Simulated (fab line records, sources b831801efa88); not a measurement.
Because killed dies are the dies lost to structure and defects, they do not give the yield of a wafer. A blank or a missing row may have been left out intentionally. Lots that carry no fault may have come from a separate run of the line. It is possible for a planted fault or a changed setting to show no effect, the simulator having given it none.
The tool behind it: which one? | flow gf180mcu | 39 wafers from 13 lots sampled at 2 of the route's 602 steps

== WHAT THE GAUGES SHOWED, per wafer ==
GF_V3_CD_MEAS_14: the cd target is 260 nm.
lot  | measured     | on        | cd nm (nm)
L243 | day 22 08:44 | cd sem-02 | 261.9 262.3 262.8
L244 | day 22 21:44 | cd sem-01 | 260.4 260.6 259.8
L245 | day 23 07:41 | cd sem-02 | 260.8 258.8 261.3
L249 | day 24 15:02 | cd sem-02 | 257.0 257.5 259.0
L250 | day 24 16:41 | cd sem-01 | 258.7 258.3 259.0
L253 | day 25 22:17 | cd sem-02 | 261.8 262.0 262.0
L254 | day 26 03:53 | cd sem-02 | 259.3 258.9 257.7
L256 | day 26 22:26 | cd sem-01 | 259.6 259.6 258.9
L259 | day 27 18:37 | cd sem-02 | 261.4 261.7 261.5
L260 | day 28 02:14 | cd sem-01 | 261.2 261.8 260.4
L261 | day 28 08:21 | cd sem-01 | 259.9 258.2 257.6
L262 | day 28 17:10 | cd sem-01 | 260.6 259.4 261.6
L265 | day 29 09:01 | cd sem-02 | 261.3 261.4 260.9

== TOOL THAT RAN EACH LOT (tool first, then ch and the chambers of the sampled wafers, then the start) ==
lot  | GF_V3_CVD_02
L243 | pecvd-01 ch 0,2, day 21 09:20
L244 | pecvd-02 ch 0,1,2, day 21 22:01
L245 | pecvd-01 ch 0,1,2, day 22 08:13
L249 | pecvd-04 ch 0,1, day 23 15:41
L250 | pecvd-04 ch 1,2, day 23 18:49
L253 | pecvd-04 ch 0,2, day 25 00:50
L254 | pecvd-02 ch 0,1,2, day 25 06:32
L256 | pecvd-01 ch 0,2, day 26 01:12
L259 | pecvd-04 ch 0,1,2, day 26 21:21
L260 | pecvd-01 ch 0,1,2, day 27 06:35
L261 | pecvd-01 ch 0,1,2, day 27 12:15
L262 | pecvd-02 ch 0,2, day 27 21:33
L265 | pecvd-02 ch 0,1, day 28 12:43
- GF_V3_CVD_02: deposits SiO2 from TEOS, target thk 850 nm, time 94.851 s.

== WHAT THE TOOLS THEMSELVES READ (means of the sampled wafers that have a number; where no wafer has one, the mark that the record gives instead) ==
GF_V3_CVD_02.
lot  | tool     | heater power w (W) | susceptor temp C (C)
L243 | pecvd-01 | 666                | 399.78
L244 | pecvd-02 | 719                | 399.92
L245 | pecvd-01 | 620                | 400.06
L249 | pecvd-04 | 588                | 399.83
L250 | pecvd-04 | 692                | 400.03
L253 | pecvd-04 | 689                | 399.99
L254 | pecvd-02 | 654                | 400.07
L256 | pecvd-01 | 694                | 400.16
L259 | pecvd-04 | 614                | 400.08
L260 | pecvd-01 | 675                | 399.99
L261 | pecvd-01 | 636                | 399.98
L262 | pecvd-02 | 773                | 399.91
L265 | pecvd-02 | 756                | 399.82

== THE ANSWER, worked out from the rows above alone ==
Rule: usual is defined by the lots themselves. The widest of any qualifying gaps counts: lots, ordered by their means at a reading, are off when they make up no more than a third of the lots, leave a main group of 4 or more, and stand apart from it by 3 or more times the standard deviation of that group's means. If all means in a main group match to the digits the tables above print for the reading, that group is not used. A lot without any number at a reading at which 4 lots or more have one is off too. Where the step has rows for the other lots, those lots are counted as sound. Order of review: gauges by route order, followed by the tools' own readings, for which a lot's mean as printed above is used. The first step at which some lot is off is used, and at that step the reading that is off furthest; a lot without a number counts as furthest.
Nothing can be told from this: no lot is off at any reading shown.

== WHAT THE SIMULATOR HAD PUT IN ==
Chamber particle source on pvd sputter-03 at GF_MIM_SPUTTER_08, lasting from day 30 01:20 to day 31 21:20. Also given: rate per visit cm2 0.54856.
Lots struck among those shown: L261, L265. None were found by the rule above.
